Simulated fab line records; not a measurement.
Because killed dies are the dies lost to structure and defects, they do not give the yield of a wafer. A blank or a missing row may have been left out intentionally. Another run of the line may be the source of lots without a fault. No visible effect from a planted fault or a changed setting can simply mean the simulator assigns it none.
Struck lot and sound lot, side by side / flow sky130 / 17 out of 708 route steps
Sound: wafers L651.1, L651.5, L651.6. The struck wafers were L661.1, L661.3, L661.5. The cause is given at the end.
At each step with rows: each side's tool, then ch and its chambers, then its first start. Under that, the readings that differ: sound wafers / struck wafers / difference of the means / sigmas: that difference in standard deviations of wafers without a fault.
alike: readings with means less than 2 such deviations apart, plus words and numbers identical on both sides. not compared: withheld readings, readings lacking a value on some wafer, bounds such as >300 that could conceal the same value, and numbers that have no deviation in the record and whose values overlap.
The two part at a step that has a row with sigmas, a row that says differs or no value, or rows on one side only. Numbers that have no deviation but don't overlap get no sigmas and don't part them. Lack of a reading on every wafer of one side parts them only where that side has two or more wafers.

first, 4 steps without rows for these wafers: SKY_LDD_HVN_SOFTBAKE_03 (time 60 s); SKY_LDD_HVN_EXPOSE_04 (exposes mask HVNTM, target cd 700 nm); SKY_LDD_HVN_PEB_05; SKY_LDD_HVN_DEVELOP_06 (develop time 60 s).
SKY_LDD_HVN_OVL_MEAS_07:
  struck on overlay-02, day 24 21:04; sound on overlay-01, day 21 00:08
  alike: LDD_HVN_OVL
after that, 1 step had no rows for these wafers: SKY_LDD_HVN_IMPLANT_08.
SKY_LDD_HVN_STRIP_09: strips in O2/N2.
  sound on plasma_asher-01 ch 0,1, day 21 00:19; struck on plasma_asher-02 ch 0,1, day 24 21:15
  alike: drypump_motor_current_A, oes_product_au, strip_time_to_endpoint_s
  not compared: rf_hours_counter_h
SKY_LDD_HVN_TW_MEAS_10:
  struck on film_metro-04, day 24 21:21; sound on film_metro-03, day 21 00:25
reading=LDD_HVN_TW; sound=1444 1449 1444; struck=1413 1419 1409; difference=-32; sigmas=-2
then, 4 steps without rows for these wafers: SKY_LDD_HVP_DEHYDRATE_00 (time 60 s); SKY_LDD_HVP_HMDS_01 (prime time 60 s); SKY_LDD_HVP_COAT_02 (resist thk 300 nm); SKY_LDD_HVP_SOFTBAKE_03 (time 60 s).
SKY_LDD_HVP_EXPOSE_04: exposes mask HVPTM, target cd 700 nm.
  sound on iline_stepper-01 ch 0, day 21 15:49; struck on iline_stepper-02 ch 0, day 25 11:25
reading=model.LDD_HVP.overlay_x_nm (nm); sound=0.3652 0.3652 0.3652; struck=-68.52 -68.52 -68.52; difference=-68.89; sigmas=
  alike: mask
then, 2 steps without rows for these wafers: SKY_LDD_HVP_PEB_05; SKY_LDD_HVP_DEVELOP_06 (develop time 60 s).
SKY_LDD_HVP_OVL_MEAS_07:
  struck on overlay-02, day 26 02:31; sound on overlay-02, day 22 06:55
reading=LDD_HVP_OVL (nm); sound=1.5 1.0 1.1; struck=-69.0 -70.2 -68.4; difference=-70.4; sigmas=-54
after that, 1 step had no rows for these wafers: SKY_LDD_HVP_IMPLANT_08.

## WHERE THEY PART
At SKY_LDD_HVN_TW_MEAS_10 first; at SKY_LDD_HVP_OVL_MEAS_07 last (within this record only).

WHY: what the simulator had put in
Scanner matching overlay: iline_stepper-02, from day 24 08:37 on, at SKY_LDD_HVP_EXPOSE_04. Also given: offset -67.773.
